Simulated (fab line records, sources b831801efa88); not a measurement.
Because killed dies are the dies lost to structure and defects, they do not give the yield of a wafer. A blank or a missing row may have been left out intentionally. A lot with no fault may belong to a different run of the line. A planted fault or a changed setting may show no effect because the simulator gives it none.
Which tool did it? -- flow sky130 -- 14 lots with 42 wafers sampled at 3 steps, on a route of 708 steps

## WHAT THE GAUGES READ, wafer by wafer
SKY_VT_ADJUST_NCORE_OVL_MEAS_08.
lot,measured,on,VT_ADJUST_NCORE_OVL (nm)
L389,day 8 17:33,overlay-02,2.9 1.8 2.1
L390,day 8 22:59,overlay-01,0.5 0.1 0.2
L391,day 9 18:59,overlay-01,0.0 1.0 -2.0
L394,day 10 09:46,overlay-02,-0.3 -0.8 0.3
L396,day 11 01:35,overlay-02,-1.9 -0.1 -0.5
L397,day 11 08:44,overlay-01,0.0 -1.3 -1.9
L403,day 12 20:43,overlay-02,-1.2 0.1 2.3
L404,day 13 02:11,overlay-01,-1.9 -0.7 -1.5
L406,day 13 22:31,overlay-02,3.7 2.8 2.4
L405,day 13 23:04,overlay-02,-2.0 0.3 -0.3
L407,day 14 04:38,overlay-01,4.0 0.4 2.6
L408,day 14 09:41,overlay-02,0.5 -0.5 0.5
L409,day 14 15:23,overlay-01,0.8 1.2 2.6
L411,day 15 09:05,overlay-02,-0.8 -0.9 -0.5

SKY_SONOS_ONO_CD_MEAS_13: the cd target is 410 nm.
lot,measured,on,cd nm (nm)
L389,day 12 20:18,cd sem-01,406.6 408.5 408.0
L390,day 13 04:25,cd sem-01,411.2 412.9 413.6
L391,day 13 23:14,cd sem-01,408.2 412.6 409.5
L394,day 14 12:46,cd sem-01,410.3 410.7 412.1
L396,day 15 09:16,cd sem-01,408.2 408.4 409.9
L397,day 15 20:12,cd sem-02,408.5 407.9 408.5
L403,day 17 15:40,cd sem-02,410.9 410.3 411.5
L404,day 17 23:05,cd sem-01,414.0 416.2 413.7
L406,day 18 22:41,cd sem-01,408.7 410.3 408.8
L405,day 19 00:17,cd sem-01,409.4 412.4 412.5
L407,day 19 02:52,cd sem-02,412.7 413.2 413.6
L408,day 19 09:38,cd sem-01,411.6 412.5 411.0
L409,day 19 16:09,cd sem-02,408.4 411.9 411.4
L411,day 20 11:48,cd sem-02,411.2 412.3 408.9

SKY_LI_CONTACT_THK_MEAS_23: measures by xrf.
lot,measured,on,LI_CONTACT_W_THK (nm)
L389,day 29 08:52,film metro-02,399 396 398
L390,day 29 16:39,film metro-02,396 397 395
L391,day 30 11:50,film metro-02,403 402 400
L394,day 31 02:07,film metro-02,396 397 389
L396,day 32 03:28,film metro-01,393 389 389
L397,day 32 12:47,film metro-03,407 401 401
L403,day 34 03:48,film metro-02,407 405 409
L404,day 34 09:11,film metro-02,410 402 407
L406,day 35 04:52,film metro-01,408 405 408
L405,day 35 07:43,film metro-03,402 400 403
L407,day 35 09:23,film metro-01,412 406 411
L408,day 35 15:41,film metro-02,390 390 389
L409,day 35 22:39,film metro-03,406 401 403
L411,day 36 10:37,film metro-03,397 395 402

## EACH LOT AND THE TOOL THAT RAN IT (in order: tool; ch and the chambers of the sampled wafers; start)
There is no process step in the record ahead of these readings.

## WHAT THE TOOLS THEMSELVES READ (means of the sampled wafers that have a number; where no wafer has one, the mark that the record gives instead)
The record holds no such reading with a usual standard deviation.

## THE ANSWER, worked out from the rows above alone
Rule: the usual values come from the lots themselves. Put in order of their means at a reading, lots are off if they are a third of the lots or fewer, leave a main group of 4 or more, and stand apart from it by a gap of 3 or more times the standard deviation of the main group's means; of several such gaps the widest counts. A main group is skipped when, at the precision printed for the reading in the tables above, its means are all equal. A lot without any number at a reading at which 4 lots or more have one is off too. Any other lot the step has rows for is counted as sound. First the gauges in route order, then the tools' own readings, where a lot's mean is used as printed above. The first step at which some lot is off is used, and at that step the reading that is off furthest; a lot without a number counts as furthest.
Nothing can be told from this: no lot is off at any reading shown.

## WHAT WAS PUT IN BY THE SIMULATOR
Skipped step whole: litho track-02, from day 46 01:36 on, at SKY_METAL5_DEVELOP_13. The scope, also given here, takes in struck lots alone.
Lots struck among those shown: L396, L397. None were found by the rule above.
